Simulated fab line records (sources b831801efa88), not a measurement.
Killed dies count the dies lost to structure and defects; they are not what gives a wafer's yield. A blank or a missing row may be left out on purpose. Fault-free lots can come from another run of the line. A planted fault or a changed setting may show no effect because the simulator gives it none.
Which of the tools did it?	flow gf180mcu	7 lots, 21 wafers sampled, at 1 step of a route of 602

WHAT THE GAUGES READ, wafer by wafer
GF_HV_LDD_OVL_MEAS_08.
lot	measured	on	HV_LDD_OVL (nm)
L816	day 10 14:47	overlay-02	-2.2 -0.9 -0.8
L818	day 11 06:44	overlay-02	-1.2 -0.8 -1.1
L820	day 11 16:56	overlay-01	-2.7 -2.2 -4.6
L823	day 12 15:58	overlay-01	-1.3 -0.3 -0.9
L826	day 13 14:23	overlay-02	-1.2 -0.9 0.9
L828	day 14 04:46	overlay-01	-1.0 -2.4 -3.1
L830	day 14 23:40	overlay-01	-1.4 -2.4 -1.6

TOOL THAT RAN EACH LOT (tool first, then ch and the chambers of the sampled wafers, then the start)
Record: no process step prior to these readings.

THE ANSWER, worked out from the rows above alone
Rule: usual is defined by the lots themselves. The widest of any qualifying gaps counts: lots, ordered by their means at a reading, are off when they make up no more than a third of the lots, leave a main group of 4 or more, and stand apart from it by 3 or more times the standard deviation of that group's means. A main group whose means are all the same, to the digits that the tables above print for the reading, isn't used. A lot without any number at a reading at which 4 lots or more have one is off too. The other lots that the step has rows for count as sound.
None of the lots is off at any reading shown; this tells nothing.

WHAT HAD BEEN PUT IN BY THE SIMULATOR
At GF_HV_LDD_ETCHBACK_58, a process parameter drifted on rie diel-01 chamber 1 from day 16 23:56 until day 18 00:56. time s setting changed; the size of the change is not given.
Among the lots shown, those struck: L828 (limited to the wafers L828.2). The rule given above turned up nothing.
